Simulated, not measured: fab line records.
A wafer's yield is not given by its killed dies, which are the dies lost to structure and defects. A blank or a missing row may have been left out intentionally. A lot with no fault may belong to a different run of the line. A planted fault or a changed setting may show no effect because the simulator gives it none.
Chamber matching + flow sky130 + SKY_VIA4_CMP_02 on cmp-01: 4 sister chambers
The step polishes SiO2. 18 wafers are shown with their chamber, then 8 later ones without.

## EACH WAFER AND ITS CHAMBER
| wafer  | chamber | motorCurrentA (A) |
|--------|---------|-------------------|
| L730.2 | 1       | 12.8              |
| L730.4 | 0       | 10.7              |
| L730.6 | 3       | 10.4              |
| L733.2 | 3       | 10.0              |
| L733.3 | 2       | 13.5              |
| L733.6 | 3       | 10.1              |
| L734.2 | 1       | 13.9              |
| L734.3 | 0       | 10.1              |
| L734.6 | 2       | 14.0              |
| L736.3 | 0       | 9.6               |
| L736.4 | 3       | 10.2              |
| L736.5 | 1       | 13.1              |
| L735.2 | 2       | 13.7              |
| L740.1 | 1       | 13.3              |
| L740.2 | 3       | 10.7              |
| L740.3 | 0       | 10.3              |
| L739.4 | 0       | 10.2              |
| L741.1 | 0       | 9.6               |

SIGNATURES (averages over the wafers above)
| reading       | chamber 0 | chamber 1 | chamber 2 | chamber 3 | scatter within a chamber |
|---------------|-----------|-----------|-----------|-----------|--------------------------|
| motorCurrentA | 10.083    | 13.275    | 13.733    | 10.280    | 0.377                    |
Rule: distance of a wafer from a chamber = root of the sum over the readings of ((wafer's reading minus chamber's mean) / reading's scatter) squared. If the next closest chamber is less than 2 further off than the closest, the wafer can't be placed; otherwise it belongs to the closest. The scatter: take each reading less its chamber's mean, square it, sum over the shown wafers, divide by the number of wafers less the number of chambers, and take the root.

## WAFERS WITHOUT THEIR CHAMBER
| wafer  | motorCurrentA (A) |
|--------|-------------------|
| L741.2 | 13.8              |
| L741.5 | 13.8              |
| L744.1 | 10.6              |
| L744.2 | 13.5              |
| L744.6 | 10.0              |
| L748.4 | 12.6              |
| L748.5 | 13.2              |
| L748.6 | 10.4              |

## CHAMBER TAKEN BY EACH
| wafer  | from the rows above     | in truth |
|--------|-------------------------|----------|
| L741.2 | can't be placed: 2 or 1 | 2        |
| L741.5 | can't be placed: 2 or 1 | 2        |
| L744.1 | can't be placed: 3 or 0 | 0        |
| L744.2 | can't be placed: 1 or 2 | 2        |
| L744.6 | can't be placed: 0 or 3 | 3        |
| L748.4 | can't be placed: 1 or 2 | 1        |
| L748.5 | can't be placed: 1 or 2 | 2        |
| L748.6 | can't be placed: 3 or 0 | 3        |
Placed correctly: 0 of 8. Can't be placed from these rows: 8 (the true chamber is among the candidates in 8). Number placed wrongly: 0.
